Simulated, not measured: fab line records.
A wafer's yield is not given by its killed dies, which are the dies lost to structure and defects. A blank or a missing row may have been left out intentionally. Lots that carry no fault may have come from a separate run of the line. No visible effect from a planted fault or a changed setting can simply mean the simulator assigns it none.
Shared-tool check || flow sky130 || 36 wafers sampled across 12 lots

## WHAT PROMPTED THE OPENING
At SKY_SONOS_ONO_THK_MEAS_05 the reading SONOS_ONO_CVD_04_THK is flagged on 2 of 12 lots. Fault-free wafers read 5.70 nm, with a standard deviation of 0.11.
Rule: a lot is flagged when every wafer of it that has a number lies more than 4 standard deviations from that mean, or none has a number. All remaining lots are regarded as sound.

{"lot": "L312", "measured": "day 11 12:43", "on": "film-metro-04", "SONOS_ONO_CVD_04_THK (nm), wafer by wafer": "5.60 5.69 5.66", "flag": ""}
{"lot": "L314", "measured": "day 12 15:32", "on": "film-metro-03", "SONOS_ONO_CVD_04_THK (nm), wafer by wafer": "5.66 5.63 5.66", "flag": ""}
{"lot": "L315", "measured": "day 12 21:14", "on": "film-metro-03", "SONOS_ONO_CVD_04_THK (nm), wafer by wafer": "5.73 5.58 5.74", "flag": ""}
{"lot": "L316", "measured": "day 13 02:47", "on": "film-metro-03", "SONOS_ONO_CVD_04_THK (nm), wafer by wafer": "5.43 5.49 5.43", "flag": ""}
{"lot": "L320", "measured": "day 14 13:12", "on": "film-metro-03", "SONOS_ONO_CVD_04_THK (nm), wafer by wafer": "5.70 5.82 5.86", "flag": ""}
{"lot": "L321", "measured": "day 14 18:56", "on": "film-metro-04", "SONOS_ONO_CVD_04_THK (nm), wafer by wafer": "5.79 5.74 5.67", "flag": ""}
{"lot": "L322", "measured": "day 15 05:05", "on": "film-metro-04", "SONOS_ONO_CVD_04_THK (nm), wafer by wafer": "5.74 5.79 5.78", "flag": ""}
{"lot": "L323", "measured": "day 15 05:05", "on": "film-metro-03", "SONOS_ONO_CVD_04_THK (nm), wafer by wafer": "5.74 5.68 5.69", "flag": ""}
{"lot": "L324", "measured": "day 15 16:29", "on": "film-metro-03", "SONOS_ONO_CVD_04_THK (nm), wafer by wafer": "5.79 5.69 5.84", "flag": ""}
{"lot": "L325", "measured": "day 16 00:22", "on": "film-metro-02", "SONOS_ONO_CVD_04_THK (nm), wafer by wafer": "5.61 5.77 5.81", "flag": ""}
{"lot": "L326", "measured": "day 16 09:42", "on": "film-metro-04", "SONOS_ONO_CVD_04_THK (nm), wafer by wafer": "6.64 6.64 6.56", "flag": "FLAGGED"}
{"lot": "L327", "measured": "day 17 03:41", "on": "film-metro-04", "SONOS_ONO_CVD_04_THK (nm), wafer by wafer": "6.74 6.67 6.81", "flag": "FLAGGED"}
The numbers of the flagged lots are 6.68 nm on average: +0.98 nm against the usual, or +9 standard deviations.

## TOOL THAT RAN EACH LOT
The record holds 1 process step before the reading, out of a route of 708 steps. Read each cell as the tool, then ch plus the chambers that the sampled wafers visited, then the start.
{"lot": "L312", "flag": "", "SKY_SONOS_ONO_CVD_04": "lpcvd-03 ch 0, day 11 11:27"}
{"lot": "L314", "flag": "", "SKY_SONOS_ONO_CVD_04": "lpcvd-03 ch 1, day 12 14:17"}
{"lot": "L315", "flag": "", "SKY_SONOS_ONO_CVD_04": "lpcvd-03 ch 0, day 12 19:59"}
{"lot": "L316", "flag": "", "SKY_SONOS_ONO_CVD_04": "lpcvd-03 ch 1, day 13 01:32"}
{"lot": "L320", "flag": "", "SKY_SONOS_ONO_CVD_04": "lpcvd-03 ch 0, day 14 10:22"}
{"lot": "L321", "flag": "", "SKY_SONOS_ONO_CVD_04": "lpcvd-03 ch 1, day 14 16:07"}
{"lot": "L322", "flag": "", "SKY_SONOS_ONO_CVD_04": "lpcvd-03 ch 0, day 15 03:11"}
{"lot": "L323", "flag": "", "SKY_SONOS_ONO_CVD_04": "lpcvd-03 ch 0, day 15 03:11"}
{"lot": "L324", "flag": "", "SKY_SONOS_ONO_CVD_04": "lpcvd-03 ch 1, day 15 15:14"}
{"lot": "L325", "flag": "", "SKY_SONOS_ONO_CVD_04": "lpcvd-03 ch 0, day 15 23:07"}
{"lot": "L326", "flag": "FLAGGED", "SKY_SONOS_ONO_CVD_04": "lpcvd-03 ch 0, day 16 08:26"}
{"lot": "L327", "flag": "FLAGGED", "SKY_SONOS_ONO_CVD_04": "lpcvd-03 ch 1, day 17 02:25"}
What the steps here do:
- SKY_SONOS_ONO_CVD_04: deposits SiO2 from SiH4/N2O, target thk 5.7199 nm.
- SKY_SONOS_ONO_THK_MEAS_05

## FLAGGED AGAINST TOTAL, ONE TOOL AT A TIME (gauges that did the reading follow at the end)
{"step": "SKY_SONOS_ONO_CVD_04", "tool": "lpcvd-03", "lots run": 12, "flagged": 2, "share of the flagged lots": "all", "sound lots run after its first flagged lot": 0}
{"step": "SKY_SONOS_ONO_THK_MEAS_05", "tool": "film-metro-02", "lots run": 1, "flagged": 0, "share of the flagged lots": "none", "sound lots run after its first flagged lot": "-"}
{"step": "SKY_SONOS_ONO_THK_MEAS_05", "tool": "film-metro-03", "lots run": 6, "flagged": 0, "share of the flagged lots": "none", "sound lots run after its first flagged lot": "-"}
{"step": "SKY_SONOS_ONO_THK_MEAS_05", "tool": "film-metro-04", "lots run": 5, "flagged": 2, "share of the flagged lots": "all", "sound lots run after its first flagged lot": 0}

## WHAT THE TABLE PERMITS
2 rows of the table ran every flagged lot: lpcvd-03 at SKY_SONOS_ONO_CVD_04, film-metro-04 at SKY_SONOS_ONO_THK_MEAS_05.
- lpcvd-03 at SKY_SONOS_ONO_CVD_04 ran 12 lots, 2 of them flagged. A fault beginning between L325 (day 15 23:07), its last sound lot, and L326 (day 16 08:26), its first flagged one, fits the data.
- film-metro-04 at SKY_SONOS_ONO_THK_MEAS_05 ran 5 lots, 2 of them flagged. A fault beginning between L322 (day 15 05:05), its last sound lot, and L326 (day 16 09:42), its first flagged one, fits the data.
Because each of these 2 tools fits a fault that began at some hour, counting lots does not separate them. More lots, or a look at what each step does to the wafer, might.

## WHAT THE SIMULATOR PUT IN
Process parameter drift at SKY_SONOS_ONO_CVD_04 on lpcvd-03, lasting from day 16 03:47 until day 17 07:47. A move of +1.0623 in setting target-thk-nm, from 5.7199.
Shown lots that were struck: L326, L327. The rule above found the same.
